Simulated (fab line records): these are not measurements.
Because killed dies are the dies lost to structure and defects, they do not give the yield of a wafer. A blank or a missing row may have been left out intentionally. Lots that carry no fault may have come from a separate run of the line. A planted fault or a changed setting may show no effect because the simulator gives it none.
fab line records + flow sky130
record:
- lots: 13
- wafers: 39
- last_day: 50
route steps=708 shown VT_ADJUST_LVTN@117 VT_ADJUST_NCORE@125 SONOS_TUNNEL@161 SONOS_ONO@171
lots untouched by any fault: they come from a run of this same line in which no faults occurred
start_h: hours from the record's first day to the start of the lot's first wafer shown + wait_h: hours since the lot's step before + " the same as in the row above + L1.1+2: a single row standing in for several wafers + - either no value or no given start + * or withheld: withheld + < > ~ a bound
route shown NAME@n: NAME is a module with steps in the file, n the number in the route of the first one + usual: mean and standard deviation over wafers with no fault + same: alike in all rows + chamber/n: place in a boat + sites: readings site by site + _std_site: the standard deviation of these + _edge_site: mean of outer sites minus mean of inner sites + radius_mm: how far each site lies from the wafer's centre + mask NAME#n: copy n + behind: the last tool/chamber to shape the wafer + hold: cause of the lot's hold/its duration in hours/its outcome + device: transistor that didn't switch, given as n, p or np + end of line: at the end of the route, the tests of the same wafers + a step given without rows: its recipe and nothing more + killed: the dies lost at the first sort to structure and to defects; this is not the yield of the wafer + map: shows each die of a wafer: x if killed, . if not, _ if none is there
set.NAME: the setting as run; set.NAME@STEP: as run at that earlier step + model.NAME: the simulator's own value behind a step, which no gauge read
steps of the route over a sample of lots; a table a step, a row a wafer
services: when a tool's chamber went out of use (start_h, in hours from the record's first day, below 0 if earlier), for how many hours, and the reason
== steps ==
step: SKY_VT_ADJUST_LVTN_STRIP_20
recipe:
- chemistry: O2/N2
- power_w: 1400
- pressure_mtorr: 1500
- platen_temp_c: withheld
- o2_flow_sccm: 3000
- n2_flow_sccm: 300
- overash_fraction: 0.5
usual:
- drypump_motor_current_A: 5.6/0.56
- oes_product_au: 0.716/0.0047
- strip_time_to_endpoint_s: 14.19/0.031
same:
- overash_fraction: 0.5
| lot.wafer | tool            | chamber | start_h | wait_h | drypump_motor_current_A | oes_product_au | rf_hours_counter_h | strip_time_to_endpoint_s |
|-----------|-----------------|---------|---------|--------|-------------------------|----------------|--------------------|--------------------------|
| L694.1    | plasma_asher-02 | 1       | 168.71  | 0.1    | 4.8                     | 0.726          | 36                 | 14.11                    |
| L694.5    | "               | 0       | "       | "      | 5.4                     | 0.725          | -                  | 14.15                    |
| L694.6    | "               | 1       | "       | "      | 4.8                     | 0.718          | -                  | 14.14                    |
| L695.2    | plasma_asher-03 | 1       | 188.01  | 0.1    | 5.3                     | 0.719          | 7                  | 14.18                    |
| L695.4    | "               | 0       | "       | "      | 6.2                     | 0.712          | -                  | 14.18                    |
| L695.5    | "               | 1       | "       | "      | 5.3                     | 0.720          | -                  | 14.18                    |
| L697.4    | plasma_asher-02 | 1       | 188.10  | 0.1    | 4.7                     | 0.715          | -                  | 14.20                    |
| L697.5    | "               | 1       | "       | "      | 4.7                     | 0.710          | -                  | 14.17                    |
| L697.6    | "               | 0       | "       | "      | 5.5                     | 0.716          | -                  | 14.19                    |
| L696.1    | plasma_asher-03 | 1       | 189.31  | 0.1    | 5.3                     | 0.712          | 7                  | 14.15                    |
| L696.2    | "               | 0       | "       | "      | 6.2                     | 0.716          | 7                  | 14.22                    |
| L696.6    | "               | 1       | "       | "      | 5.3                     | 0.708          | -                  | 14.17                    |
| L700.1    | plasma_asher-02 | 1       | 207.82  | 0.1    | 4.7                     | 0.708          | 40                 | 14.18                    |
| L700.5    | "               | 0       | "       | "      | 5.4                     | 0.719          | -                  | 14.20                    |
| L700.6    | "               | 1       | "       | "      | 4.8                     | 0.724          | -                  | 14.20                    |
| L702.1    | plasma_asher-02 | 0       | 213.91  | 0.1    | 5.5                     | 0.715          | 40                 | 14.21                    |
| L702.2    | "               | 1       | "       | "      | 4.8                     | 0.714          | 40                 | 14.14                    |
| L702.4    | "               | 1       | "       | "      | 4.7                     | 0.715          | -                  | 14.16                    |
| L704.1    | plasma_asher-01 | 1       | 228.32  | 0.1    | 6.1                     | 0.719          | 54                 | 14.17                    |
| L704.5    | "               | 1       | "       | "      | 6.1                     | 0.714          | -                  | 14.21                    |
| L704.6    | "               | 0       | "       | "      | 6.3                     | 0.717          | -                  | 14.19                    |
| L705.2    | plasma_asher-02 | 1       | 237.91  | 0.1    | 4.7                     | 0.713          | 43                 | 14.18                    |
| L705.4    | "               | 1       | "       | "      | 4.8                     | 0.708          | -                  | 14.16                    |
| L705.5    | "               | 0       | "       | "      | 5.4                     | 0.715          | -                  | 14.18                    |
| L709.1    | plasma_asher-03 | 0       | 266.62  | 0.1    | 6.2                     | 0.721          | 15                 | 14.18                    |
| L709.5    | "               | 0       | "       | "      | 6.2                     | 0.727          | -                  | 14.19                    |
| L709.6    | "               | 1       | "       | "      | 5.4                     | 0.709          | -                  | 14.21                    |
| L710.1    | plasma_asher-01 | 0       | 276.46  | 0.1    | 6.3                     | 0.717          | 59                 | 14.21                    |
| L710.3    | "               | 1       | "       | "      | 6.1                     | 0.708          | -                  | 14.17                    |
| L710.6    | "               | 1       | "       | "      | 6.2                     | 0.716          | -                  | 14.21                    |
| L714.1    | plasma_asher-03 | 1       | 302.67  | 0.1    | 5.3                     | 0.708          | 18                 | 14.23                    |
| L714.4    | "               | 0       | "       | "      | 6.2                     | 0.714          | -                  | 14.24                    |
| L714.5    | "               | 1       | "       | "      | 5.3                     | 0.715          | -                  | 14.22                    |
| L716.2    | plasma_asher-03 | 1       | 313.57  | 0.1    | 5.3                     | 0.718          | 19                 | 14.23                    |
| L716.4    | "               | 0       | "       | "      | 6.2                     | 0.715          | -                  | 14.26                    |
| L716.5    | "               | 0       | "       | "      | 6.2                     | 0.717          | -                  | 14.24                    |
| L717.3    | plasma_asher-03 | 1       | 318.75  | 0.1    | 5.3                     | 0.708          | -                  | 14.16                    |
| L717.4    | "               | 0       | "       | "      | 6.2                     | 0.711          | -                  | 14.17                    |
| L717.5    | "               | 0       | "       | "      | 6.2                     | 0.712          | -                  | 14.14                    |
step: SKY_VT_ADJUST_NCORE_DEVELOP_06
recipe:
- resist: NOVOLAK
- developer: TMAH
- develop_time_s: 60
- dev_temp_c: 23
usual:
- chill_plate_temp_C: 23.00/0.1
| lot.wafer | tool           | chamber | start_h | wait_h | chill_plate_temp_C |
|-----------|----------------|---------|---------|--------|--------------------|
| L694.1    | litho_track-01 | 0       | 189.63  | 0.1    | 23.09              |
| L694.5    | "              | 0       | "       | "      | 22.97              |
| L694.6    | "              | 0       | "       | "      | 22.89              |
| L695.2    | litho_track-01 | 0       | 209.35  | 0.1    | 23.18              |
| L695.4    | "              | 0       | "       | "      | 23.10              |
| L695.5    | "              | 0       | "       | "      | 23.12              |
| L697.4    | litho_track-01 | 0       | 209.70  | 0.1    | 22.96              |
| L697.5    | "              | 0       | "       | "      | 23.16              |
| L697.6    | "              | 0       | "       | "      | 23.08              |
| L696.1    | litho_track-01 | 0       | 211.18  | 0.1    | 23.02              |
| L696.2    | "              | 0       | "       | "      | 22.79              |
| L696.6    | "              | 0       | "       | "      | 23.05              |
| L700.1    | litho_track-01 | 0       | 229.18  | 0.1    | 23.17              |
| L700.5    | "              | 0       | "       | "      | 22.99              |
| L700.6    | "              | 0       | "       | "      | 23.02              |
| L702.1    | litho_track-04 | 0       | 236.44  | 0.1    | 23.03              |
| L702.2    | "              | 0       | "       | "      | 22.83              |
| L702.4    | "              | 0       | "       | "      | 22.94              |
| L704.1    | litho_track-01 | 0       | 251.38  | 0.1    | 22.74              |
| L704.5    | "              | 0       | "       | "      | 22.83              |
| L704.6    | "              | 0       | "       | "      | 23.00              |
| L705.2    | litho_track-01 | 0       | 261.55  | 0.1    | 23.02              |
| L705.4    | "              | 0       | "       | "      | 23.07              |
| L705.5    | "              | 0       | "       | "      | 22.98              |
| L709.1    | litho_track-02 | 0       | 292.67  | 0.1    | 23.02              |
| L709.5    | "              | 0       | "       | "      | 22.91              |
| L709.6    | "              | 0       | "       | "      | 23.05              |
| L710.1    | litho_track-04 | 0       | 302.03  | 0.1    | 22.99              |
| L710.3    | "              | 0       | "       | "      | 23.00              |
| L710.6    | "              | 0       | "       | "      | 22.97              |
| L714.1    | litho_track-02 | 0       | 329.67  | 0.1    | 22.87              |
| L714.4    | "              | 0       | "       | "      | 23.03              |
| L714.5    | "              | 0       | "       | "      | 22.83              |
| L716.2    | litho_track-02 | 0       | 340.54  | 0.1    | 22.87              |
| L716.4    | "              | 0       | "       | "      | 23.11              |
| L716.5    | "              | 0       | "       | "      | 22.99              |
| L717.3    | litho_track-02 | 0       | 345.87  | 0.1    | 23.06              |
| L717.4    | "              | 0       | "       | "      | 23.00              |
| L717.5    | "              | 0       | "       | "      | 23.09              |
step: SKY_VT_ADJUST_NCORE_CD_MEAS_07
recipe:
- target_cd_nm: 380
usual:
- cd_nm: 380.1/2.7
| lot.wafer | tool      | chamber | start_h | wait_h | cd_nm |
|-----------|-----------|---------|---------|--------|-------|
| L694.1    | cd_sem-02 | -       | 189.78  | 0.1    | 380.3 |
| L694.5    | "         | -       | "       | "      | 380.0 |
| L694.6    | "         | -       | "       | "      | 380.4 |
| L695.2    | cd_sem-02 | -       | 209.50  | 0.1    | 379.8 |
| L695.4    | "         | -       | "       | "      | 378.3 |
| L695.5    | "         | -       | "       | "      | 377.2 |
| L697.4    | cd_sem-01 | -       | 209.84  | 0.1    | 378.8 |
| L697.5    | "         | -       | "       | "      | 378.3 |
| L697.6    | "         | -       | "       | "      | 376.5 |
| L696.1    | cd_sem-01 | -       | 211.33  | 0.1    | 376.3 |
| L696.2    | "         | -       | "       | "      | 376.1 |
| L696.6    | "         | -       | "       | "      | 374.1 |
| L700.1    | cd_sem-02 | -       | 229.33  | 0.1    | 374.4 |
| L700.5    | "         | -       | "       | "      | 378.3 |
| L700.6    | "         | -       | "       | "      | 376.7 |
| L702.1    | cd_sem-02 | -       | 236.59  | 0.1    | 382.1 |
| L702.2    | "         | -       | "       | "      | 381.2 |
| L702.4    | "         | -       | "       | "      | 383.9 |
| L704.1    | cd_sem-01 | -       | 251.53  | 0.1    | 262.1 |
| L704.5    | "         | -       | "       | "      | 261.7 |
| L704.6    | "         | -       | "       | "      | 261.3 |
| L705.2    | cd_sem-01 | -       | 261.70  | 0.1    | 254.6 |
| L705.4    | "         | -       | "       | "      | 255.6 |
| L705.5    | "         | -       | "       | "      | 257.6 |
| L709.1    | cd_sem-02 | -       | 292.82  | 0.1    | 379.9 |
| L709.5    | "         | -       | "       | "      | 381.5 |
| L709.6    | "         | -       | "       | "      | 380.2 |
| L710.1    | cd_sem-01 | -       | 302.18  | 0.1    | 381.1 |
| L710.3    | "         | -       | "       | "      | 383.2 |
| L710.6    | "         | -       | "       | "      | 381.5 |
| L714.1    | cd_sem-02 | -       | 329.82  | 0.1    | 378.9 |
| L714.4    | "         | -       | "       | "      | 380.4 |
| L714.5    | "         | -       | "       | "      | 376.5 |
| L716.2    | cd_sem-01 | -       | 340.69  | 0.1    | 381.4 |
| L716.4    | "         | -       | "       | "      | 382.7 |
| L716.5    | "         | -       | "       | "      | 381.1 |
| L717.3    | cd_sem-02 | -       | 346.01  | 0.1    | 378.1 |
| L717.4    | "         | -       | "       | "      | 379.6 |
| L717.5    | "         | -       | "       | "      | 380.2 |
step: SKY_SONOS_TUNNEL_CD_MEAS_07
recipe:
- target_cd_nm: 410
usual:
- cd_nm: 409.9/2
| lot.wafer | tool      | chamber | start_h | wait_h | cd_nm |
|-----------|-----------|---------|---------|--------|-------|
| L694.1    | cd_sem-01 | -       | 257.89  | 0.1    | 409.1 |
| L694.5    | "         | -       | "       | "      | 411.3 |
| L694.6    | "         | -       | "       | "      | 410.6 |
| L695.2    | cd_sem-02 | -       | 279.81  | 0.1    | 406.7 |
| L695.4    | "         | -       | "       | "      | 410.2 |
| L695.5    | "         | -       | "       | "      | 409.5 |
| L697.4    | cd_sem-02 | -       | 280.39  | 0.1    | 411.3 |
| L697.5    | "         | -       | "       | "      | 410.8 |
| L697.6    | "         | -       | "       | "      | 412.7 |
| L696.1    | cd_sem-02 | -       | 282.93  | 0.1    | 409.8 |
| L696.2    | "         | -       | "       | "      | 409.9 |
| L696.6    | "         | -       | "       | "      | 407.8 |
| L700.1    | cd_sem-01 | -       | 304.43  | 0.1    | 412.1 |
| L700.5    | "         | -       | "       | "      | 412.1 |
| L700.6    | "         | -       | "       | "      | 414.0 |
| L702.1    | cd_sem-01 | -       | 311.13  | 0.1    | 411.1 |
| L702.2    | "         | -       | "       | "      | 410.0 |
| L702.4    | "         | -       | "       | "      | 408.3 |
| L704.1    | cd_sem-01 | -       | 329.88  | 0.1    | 409.0 |
| L704.5    | "         | -       | "       | "      | 409.2 |
| L704.6    | "         | -       | "       | "      | 409.8 |
| L705.2    | cd_sem-01 | -       | 341.60  | 0.1    | 407.8 |
| L705.4    | "         | -       | "       | "      | 411.2 |
| L705.5    | "         | -       | "       | "      | 407.4 |
| L709.1    | cd_sem-01 | -       | 375.53  | 0.1    | 410.6 |
| L709.5    | "         | -       | "       | "      | 413.0 |
| L709.6    | "         | -       | "       | "      | 411.8 |
| L710.1    | cd_sem-01 | -       | 385.78  | 0.1    | 409.2 |
| L710.3    | "         | -       | "       | "      | 411.1 |
| L710.6    | "         | -       | "       | "      | 409.4 |
| L714.1    | cd_sem-02 | -       | 415.03  | 0.1    | 405.7 |
| L714.4    | "         | -       | "       | "      | 407.1 |
| L714.5    | "         | -       | "       | "      | 408.1 |
| L716.2    | cd_sem-01 | -       | 426.80  | 0.1    | 406.8 |
| L716.4    | "         | -       | "       | "      | 405.5 |
| L716.5    | "         | -       | "       | "      | 408.3 |
| L717.3    | cd_sem-01 | -       | 434.17  | 0.1    | 410.3 |
| L717.4    | "         | -       | "       | "      | 408.5 |
| L717.5    | "         | -       | "       | "      | 409.4 |
step: SKY_SONOS_ONO_THK_MEAS_03
recipe:
- reads: Si3N4_of_SONOS_ONO_CVD_02
usual:
- SONOS_ONO_CVD_02_THK: 10.42/0.12
| lot.wafer | tool          | chamber | start_h | wait_h | SONOS_ONO_CVD_02_THK[nm] |
|-----------|---------------|---------|---------|--------|--------------------------|
| L694.1    | film_metro-03 | -       | 262.84  | 0.0    | 10.45                    |
| L694.5    | "             | -       | "       | "      | 10.54                    |
| L694.6    | "             | -       | "       | "      | 10.63                    |
| L695.2    | film_metro-03 | -       | 284.54  | 0.0    | 10.51                    |
| L695.4    | "             | -       | "       | "      | 10.57                    |
| L695.5    | "             | -       | "       | "      | 10.63                    |
| L697.4    | film_metro-02 | -       | 284.56  | 0.0    | 10.38                    |
| L697.5    | "             | -       | "       | "      | 10.41                    |
| L697.6    | "             | -       | "       | "      | 10.29                    |
| L696.1    | film_metro-02 | -       | 287.62  | 0.0    | 10.55                    |
| L696.2    | "             | -       | "       | "      | 10.59                    |
| L696.6    | "             | -       | "       | "      | 10.50                    |
| L700.1    | film_metro-02 | -       | 307.91  | 0.0    | 10.49                    |
| L700.5    | "             | -       | "       | "      | 10.48                    |
| L700.6    | "             | -       | "       | "      | 10.45                    |
| L702.1    | film_metro-02 | -       | 314.53  | 0.0    | 10.33                    |
| L702.2    | "             | -       | "       | "      | 10.27                    |
| L702.4    | "             | -       | "       | "      | 10.35                    |
| L704.1    | film_metro-02 | -       | 335.77  | 0.0    | 10.42                    |
| L704.5    | "             | -       | "       | "      | 10.28                    |
| L704.6    | "             | -       | "       | "      | 10.40                    |
| L705.2    | film_metro-03 | -       | 347.04  | 0.0    | 10.34                    |
| L705.4    | "             | -       | "       | "      | 10.34                    |
| L705.5    | "             | -       | "       | "      | 10.46                    |
| L709.1    | film_metro-03 | -       | 381.82  | 0.0    | 10.39                    |
| L709.5    | "             | -       | "       | "      | 10.48                    |
| L709.6    | "             | -       | "       | "      | 10.38                    |
| L710.1    | film_metro-03 | -       | 392.39  | 0.0    | 10.35                    |
| L710.3    | "             | -       | "       | "      | 10.40                    |
| L710.6    | "             | -       | "       | "      | 10.34                    |
| L714.1    | film_metro-01 | -       | 420.95  | 0.0    | 10.31                    |
| L714.4    | "             | -       | "       | "      | 10.28                    |
| L714.5    | "             | -       | "       | "      | 10.37                    |
| L716.2    | film_metro-01 | -       | 435.12  | 0.0    | 10.35                    |
| L716.4    | "             | -       | "       | "      | 10.32                    |
| L716.5    | "             | -       | "       | "      | 10.35                    |
| L717.3    | film_metro-01 | -       | 440.00  | 0.0    | 10.50                    |
| L717.4    | "             | -       | "       | "      | 10.57                    |
| L717.5    | "             | -       | "       | "      | 10.53                    |
== services ==
| tool            | chamber | start_h | hours | kind   |
|-----------------|---------|---------|-------|--------|
| plasma_asher-01 | -       | 156.59  | 2.8   | pm     |
| plasma_asher-02 | -       | 250.92  | 2.8   | pm     |
| plasma_asher-01 | -       | 308.13  | 2.1   | repair |
| plasma_asher-02 | -       | 310.62  | 8.1   | repair |
== key ==
first_sign:
- step: SKY_VT_ADJUST_NCORE_CD_MEAS_07
- reading: cd_nm
- direction: down
- sigmas: 45
- usual: 380.1
- struck: 258.8
effect none on later readings
met_at SKY_VT_ADJUST_NCORE_DEVELOP_06
struck_lots L704,L705
tester_left_out L704,L705
not_acting_at SKY_VT_ADJUST_LVTN_STRIP_20,SKY_SONOS_TUNNEL_CD_MEAS_07,SKY_SONOS_ONO_THK_MEAS_03
onset_between 229.18 251.38
fault:
- kind: process_parameter_drift
- tool: litho_track-01
- chamber: -
- onset_h: 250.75
- steps: SKY_VT_ADJUST_NCORE_DEVELOP_06
- channel: develop_time_s
- offset: *
- shape: step
- end_h: 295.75
- acts_in: *
- stated: *
tester_left_out: of these lots the tester's yield and bins aren't shown, on N5 and GAA mostly nor the transistor test; their killed dies are dies lost to structure and defects alone, not to doping, threshold or leakage, so they don't give the yield
